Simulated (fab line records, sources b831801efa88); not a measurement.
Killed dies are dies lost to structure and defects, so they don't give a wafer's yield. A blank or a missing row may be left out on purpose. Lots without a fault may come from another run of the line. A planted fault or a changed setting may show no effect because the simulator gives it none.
A struck lot beside a sound one | flow gf180mcu | 27 steps out of a route of 602
Sound: wafers L674.4, L674.5, L674.6. Struck: wafers L684.2, L684.4, L684.5. The cause comes at the end.
At each step with rows: each side's tool, then ch and its chambers, then its first start. Under that, the readings that differ: sound wafers | struck wafers | difference of the means | sigmas: that difference in standard deviations of wafers without a fault.
alike: readings whose means differ by less than 2 such deviations, and words and numbers that are the same on both sides. not compared: withheld readings, readings that some wafer has no value for, bounds like >300 that may hide the same value, and numbers for which the record gives no deviation and whose values overlap.
The two part at a step that has a row with sigmas, a row that says differs or no value, or rows on one side only. Numbers that don't overlap but have no deviation are shown without sigmas and don't part them. A reading that every wafer of one side lacks parts them only if that side has two wafers or more.

GF_HV_LDD_ETCHBACK_58: etches Si3N4 in CH3F/O2, stops on SiO2, time 100 s, target depth 90 nm.
  sound on rie_diel-04 ch 0,2,3, day 12 14:50; struck on rie_diel-04 ch 0,1, day 15 21:29
  alike: drypump_motor_current_A, oes_product_au, throttle_valve_pct
  not compared: rf_hours_counter_h
then, 7 steps without rows for these wafers: GF_NSD_DEHYDRATE_00 (time 60 s); GF_NSD_HMDS_01 (prime time 60 s); GF_NSD_COAT_02 (resist thk 1000 nm); GF_NSD_SOFTBAKE_03 (time 60 s); GF_NSD_EXPOSE_04 (exposes mask Nplus, target cd 400 nm); GF_NSD_PEB_05; GF_NSD_DEVELOP_06 (develop time 60 s).
GF_NSD_CD_MEAS_07: target cd 400 nm.
  sound on cd_sem-01, day 13 11:02; struck on cd_sem-01, day 16 20:08
  alike: cd_nm
GF_NSD_OVL_MEAS_08:
  sound on overlay-02, day 13 11:07; struck on overlay-01, day 16 20:14
  alike: NSD_OVL
then, 2 steps without rows for these wafers: GF_NSD_IMPLANT_09; GF_NSD_IMPLANT_10.
GF_NSD_STRIP_11: strips in O2/N2.
  sound on plasma_asher-01 ch 0,1, day 13 11:28; struck on plasma_asher-04 ch 0,1, day 16 20:34
  no value came back on the struck wafers for any of 6 readings (chamber_pressure_mTorr (mTorr), drypump_motor_current_A (A) and others); on the sound wafers chamber_pressure_mTorr (mTorr) reads 1498.8 1499.8 1500.0
  reading                                  | sound | struck          | difference | sigmas
  model.NOVOLAK_of_NSD_COAT_02.thk_nm (nm) | 0 0 0 | 997.8 1001 1001 | +999.9     |
  not compared: rf_hours_counter_h
GF_NSD_TW_MEAS_12:
  sound on film_metro-04, day 13 11:34; struck on film_metro-01, day 16 20:41
  alike: NSD_TW
then, 7 steps without rows for these wafers: GF_PSD_DEHYDRATE_00 (time 60 s); GF_PSD_HMDS_01 (prime time 60 s); GF_PSD_COAT_02 (resist thk 1000 nm); GF_PSD_SOFTBAKE_03 (time 60 s); GF_PSD_EXPOSE_04 (exposes mask Pplus, target cd 400 nm); GF_PSD_PEB_05; GF_PSD_DEVELOP_06 (develop time 60 s).
GF_PSD_CD_MEAS_07: target cd 400 nm.
  sound on cd_sem-01, day 14 07:59; struck on cd_sem-01, day 17 19:26
  alike: cd_nm
GF_PSD_OVL_MEAS_08:
  sound on overlay-01, day 14 08:03; struck on overlay-01, day 17 19:32
  alike: PSD_OVL
then, 1 step without rows for these wafers: GF_PSD_IMPLANT_09.
GF_PSD_STRIP_10: strips in O2/N2.
  sound on plasma_asher-04 ch 0,1, day 14 08:16; struck on plasma_asher-03 ch 0,1, day 17 19:43
  reading                      | sound             | struck            | difference | sigmas
  oes_product_au (a.u.)        | 0.601 0.589 0.591 | 0.658 0.658 0.653 | +0.063     | +14
  strip_time_to_endpoint_s (s) | 16.48 16.50 16.49 | 31.44 31.48 31.48 | +14.98     | +99 or more
  alike: chamber_pressure_mTorr, drypump_motor_current_A, heater_power_w, o2_flow_sccm
  not compared: rf_hours_counter_h
GF_PSD_TW_MEAS_11:
  sound on film_metro-01, day 14 08:21; struck on film_metro-03, day 17 19:49
  reading | sound          | struck   | difference | sigmas
  PSD_TW  | 3221 3226 3206 | 31 30 31 | -3187      | -99 or more
then, 1 step without rows for these wafers: GF_PSD_CLEAN_12 (cleans in SC1/SC2, time 150 s).

WHERE THEY PART
First at GF_NSD_STRIP_11; last, within this record, at GF_PSD_TW_MEAS_11.

WHY: what the simulator had put in
Skipped step whole: plasma_asher-04, from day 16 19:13 on, at GF_NSD_STRIP_11. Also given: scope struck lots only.
